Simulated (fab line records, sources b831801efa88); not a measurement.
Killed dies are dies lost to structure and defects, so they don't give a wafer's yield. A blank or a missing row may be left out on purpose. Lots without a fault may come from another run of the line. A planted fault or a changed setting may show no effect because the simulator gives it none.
Which tool did it? | flow gf180mcu | 12 lots, 36 wafers sampled, at 4 steps of a route of 602

WHAT THE GAUGES READ, wafer by wafer
GF_MVPSD_TW_MEAS_11.
lot  | measured     | on            | MVPSD_TW
L976 | day 5 01:16  | film_metro-03 | 558 557 557
L979 | day 5 19:35  | film_metro-01 | 556 556 553
L980 | day 5 23:34  | film_metro-01 | 551 551 552
L981 | day 6 05:57  | film_metro-04 | 554 556 558
L983 | day 6 17:14  | film_metro-03 | 558 563 561
L985 | day 7 09:16  | film_metro-03 | 554 555 558
L986 | day 7 19:17  | film_metro-03 | 559 559 558
L987 | day 7 21:31  | film_metro-01 | 545 552 551
L988 | day 8 02:14  | film_metro-03 | 567 565 568
L989 | day 8 07:53  | film_metro-01 | 553 550 551
L991 | day 8 20:46  | film_metro-01 | 565 563 561
L998 | day 10 12:04 | film_metro-01 | 550 549 547

GF_VT_IMPLANT_RS_MEAS_49: measures by four-point-probe.
lot  | measured     | on            | MVPSD_RS (ohm/sq)
L976 | day 7 13:58  | film_metro-03 | 1167.1 1167.5 1166.5
L979 | day 8 11:01  | film_metro-03 | 1166.9 1167.3 1168.5
L980 | day 8 15:39  | film_metro-01 | 1173.8 1169.6 1173.0
L981 | day 8 22:47  | film_metro-04 | 1168.3 1166.0 1167.0
L983 | day 9 10:29  | film_metro-04 | 1170.9 1165.1 1165.6
L985 | day 10 05:28 | film_metro-01 | 1173.0 1170.6 1171.6
L986 | day 10 16:19 | film_metro-03 | 1166.2 1165.7 1168.3
L987 | day 10 20:13 | film_metro-04 | 1173.3 1170.4 1173.4
L988 | day 11 00:12 | film_metro-04 | - - -
L989 | day 11 06:19 | film_metro-03 | 1168.4 1164.8 1167.8
L991 | day 11 21:31 | film_metro-04 | - - -
L998 | day 13 18:11 | film_metro-04 | 1168.6 1169.3 1172.6

GF_DUAL_GATE_OVL_MEAS_11.
lot  | measured     | on         | DUAL_GATE_OVL (nm)
L976 | day 8 07:41  | overlay-01 | -3.2 -1.9 -0.8
L979 | day 9 05:41  | overlay-02 | -2.2 -0.4 -0.4
L980 | day 9 10:47  | overlay-02 | -0.9 0.9 0.1
L981 | day 9 18:19  | overlay-02 | -1.5 -2.4 -2.1
L983 | day 10 05:06 | overlay-02 | 0.2 -0.8 -1.9
L985 | day 11 03:53 | overlay-02 | -0.8 -0.5 -1.5
L986 | day 11 12:23 | overlay-01 | -3.6 -2.9 -3.5
L987 | day 11 16:53 | overlay-01 | -0.6 -0.4 -0.6
L988 | day 11 22:53 | overlay-02 | 0.3 -0.9 -1.0
L989 | day 12 03:53 | overlay-01 | -0.9 -2.5 -3.6
L991 | day 12 18:07 | overlay-02 | -0.8 -0.8 0.3
L998 | day 14 17:14 | overlay-02 | -1.6 -1.0 -1.7

WHICH TOOL RAN EACH LOT (tool, then ch and the chambers of the sampled wafers, then the start)
lot  | GF_MVPSD_IMPLANT_09
L976 | implanter-03 ch 0, day 5 01:02
L979 | implanter-03 ch 0, day 5 19:22
L980 | implanter-01 ch 0, day 5 23:19
L981 | implanter-03 ch 0, day 6 05:42
L983 | implanter-04 ch 0, day 6 17:01
L985 | implanter-04 ch 0, day 7 09:01
L986 | implanter-03 ch 0, day 7 19:02
L987 | implanter-01 ch 0, day 7 21:16
L988 | implanter-04 ch 0, day 8 01:59
L989 | implanter-03 ch 0, day 8 07:40
L991 | implanter-04 ch 0, day 8 20:31
L998 | implanter-01 ch 0, day 10 11:49
- GF_MVPSD_IMPLANT_09

WHAT THE TOOLS THEMSELVES READ (means of the sampled wafers that have a number; where no wafer has one, the mark that the record gives instead)
GF_MVPSD_IMPLANT_09.
lot  | tool         | end_station_pressure_torr (Torr) | tilt_deg (degrees)
L976 | implanter-03 | 5e-06                            | 0.009
L979 | implanter-03 | 5e-06                            | 0.008
L980 | implanter-01 | 5e-06                            | 0.020
L981 | implanter-03 | 5e-06                            | 0.005
L983 | implanter-04 | 5e-06                            | 0.015
L985 | implanter-04 | 5e-06                            | 0.038
L986 | implanter-03 | 5e-06                            | 0.021
L987 | implanter-01 | 5e-06                            | -0.034
L988 | implanter-04 | 5e-06                            | 12.790
L989 | implanter-03 | 5e-06                            | -0.031
L991 | implanter-04 | 5e-06                            | 12.799
L998 | implanter-01 | 5e-06                            | -0.003

THE ANSWER, worked out from the rows above alone
Rule: what is usual is taken from the lots themselves. Put in order of their means at a reading, lots are off if they are a third of the lots or fewer, leave a main group of 4 or more, and stand apart from it by a gap of 3 or more times the standard deviation of the main group's means; of several such gaps the widest counts. A main group whose means are all the same, to the digits that the tables above print for the reading, isn't used. A lot without any number at a reading at which 4 lots or more have one is off too. The other lots that the step has rows for count as sound. The gauges are gone through in route order, then the tools' own readings, and for those a lot's mean is taken as printed above. The first step at which some lot is off is used, and at that step the reading that is off furthest; a lot without a number counts as furthest.
Off: L988, L991, at GF_VT_IMPLANT_RS_MEAS_49 (MVPSD_RS). Without a number there: L988, L991. The main group: mean 1168.9 ohm/sq, standard deviation 2.3.
A tool fits if, at a process step before that reading, it ran every lot that is off, and no sound lot after the first of them. The gauges at GF_VT_IMPLANT_RS_MEAS_49 aren't tried: what is off there is off at GF_MVPSD_IMPLANT_09 too, on other tools, and a gauge's error can't cause that. One fits: implanter-04 at GF_MVPSD_IMPLANT_09. Its last sound lot is L985 (day 7 09:01), its first lot that is off L988 (day 8 01:59): a fault that began between those two fits.
The tool's own readings at GF_MVPSD_IMPLANT_09 bear it out: on the lots that are off they differ by more than 5 times the standard deviation of the sound lots' means. tilt_deg reads 12.794 degrees there against 0.005 degrees on the sound lots.

WHAT THE SIMULATOR HAD PUT IN
Process parameter drift: implanter-04, from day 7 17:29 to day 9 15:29, at GF_MVPSD_IMPLANT_09. Setting tilt_deg, moved by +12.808, from 0. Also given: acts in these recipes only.
Lots struck among those shown: L988, L991. The rule above found the same.
